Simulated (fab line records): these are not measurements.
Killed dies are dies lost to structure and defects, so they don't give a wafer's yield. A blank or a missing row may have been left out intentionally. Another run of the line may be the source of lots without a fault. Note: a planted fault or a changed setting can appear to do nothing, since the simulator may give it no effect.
Split-lot experiment | flow gf180mcu | route with 602 steps; 5 lots, 23 wafers read

== SPLIT DETAILS ==
At GF_HV_LDD_ETCHBACK_58 (etches Si3N4 in CH3F/O2, stops on SiO2, time 100 s, target depth 90 nm), the setting time_s was moved away from the recipe's 100 s on 11 of the 23 wafers read, by -14.7% to +7.9%. For the rest of the wafers, this setting stayed at what the recipe calls for.

Reading taken at the split's own step.

== THE READING ==
oes_product_au, in a.u., at GF_HV_LDD_ETCHBACK_58 (etches Si3N4 in CH3F/O2, stops on SiO2, time 100 s, target depth 90 nm). A value of 0.844 a.u. with a standard deviation of 0.0067 a.u. is what fault-free wafers of this fab line usually give.

wafer  | tool, chamber at the split | time_s as run, s | against the recipe | oes_product_au, a.u. | against lot-mates on the recipe
L076.1 | rie_diel-03, 2             | 100              | recipe             | 0.855                | -
L076.2 | rie_diel-03, 0             | 85.26            | -14.7%             | 0.923                | +0.075
L076.3 | rie_diel-03, 3             | 100              | recipe             | 0.846                | -
L076.4 | rie_diel-03, 1             | 100              | recipe             | 0.842                | -
L076.6 | rie_diel-03, 1             | 85.26            | -14.7%             | 0.931                | +0.083
L079.2 | rie_diel-03, 0             | 100              | recipe             | 0.836                | -
L079.4 | rie_diel-03, 1             | 100              | recipe             | 0.833                | -
L079.5 | rie_diel-03, 0             | 100              | recipe             | 0.851                | -
L081.1 | rie_diel-03, 0             | 107.9            | +7.9%              | 0.831                | -0.011
L081.2 | rie_diel-03, 2             | 107.9            | +7.9%              | 0.842                | +0.000
L081.3 | rie_diel-03, 1             | 107.9            | +7.9%              | 0.826                | -0.016
L081.4 | rie_diel-03, 3             | 100              | recipe             | 0.842                | -
L081.6 | rie_diel-03, 3             | 100              | recipe             | 0.842                | -
L080.1 | rie_diel-02, 2             | 107.8            | +7.8%              | 0.840                | -0.005
L080.2 | rie_diel-02, 0             | 107.8            | +7.8%              | 0.835                | -0.010
L080.3 | rie_diel-02, 1             | 107.8            | +7.8%              | 0.827                | -0.018
L080.5 | rie_diel-02, 3             | 100              | recipe             | 0.847                | -
L080.6 | rie_diel-02, 0             | 100              | recipe             | 0.844                | -
L083.1 | rie_diel-04, 3             | 95.44            | -4.6%              | 0.870                | +0.035
L083.2 | rie_diel-04, 2             | 100              | recipe             | 0.832                | -
L083.4 | rie_diel-04, 1             | 95.44            | -4.6%              | 0.862                | +0.027
L083.5 | rie_diel-04, 0             | 95.44            | -4.6%              | 0.854                | +0.019
L083.6 | rie_diel-04, 1             | 100              | recipe             | 0.838                | -

THE FIT
A straight line over all 23 wafers: oes_product_au changes by -0.00371 a.u. for each +1% of time_s; r = -0.88; the points scatter about the line by 0.013 a.u.
The same after taking each lot's own level away (the mean of its wafers on the recipe; 23 wafers): -0.00372 a.u. for each +1%; r = -0.90; scatter 0.011 a.u.
That fit puts the effect of the largest move of time_s on the reading at 0.055 a.u.
Across the lots, their own levels run from 0.8350 to 0.8477 a.u., a range of 1.9 times the standard deviation given above.
The two slopes agree, so the slope changes little with the lot-to-lot level.
Check: +0.058 a.u. against its lot-mates is what the line predicts for one of the wafers moved furthest among these (-14.7%) when that wafer is left out of the fit. Against them it came out at +0.0753 a.u.
Tool readings at the split's step, against how far the setting was moved: oes_product_au r = -0.88.

== FURTHER SPLITS ON THESE WAFERS ==
Before the reading, these wafers also passed through other splits. Each is held against what the fit with the lots' levels taken away leaves over:
other split on the same wafers      | wafers away from the commonest value | r with oes_product_au (lot level and that fit taken away)
GF_DUAL_GATE_COAT_06 resist_thk_nm  | 8                                    | -0.31
GF_POLY_GATE_COAT_05 resist_thk_nm  | 4                                    | +0.00
GF_POLY_GATE_OXIDATION_16 ox_time_s | 18                                   | +0.09
GF_HV_LDD_IMPLANT_09 dose_cm2       | 6                                    | -0.14
GF_HV_LDD_DEVELOP_18 develop_time_s | 8                                    | +0.16
GF_HV_LDD_CLEAN_51 time_s           | 15                                   | -0.08

== FILE'S OWN FIT ==
oes_product_au changes by -0.004 a.u. for each +1% of time_s, r = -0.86.
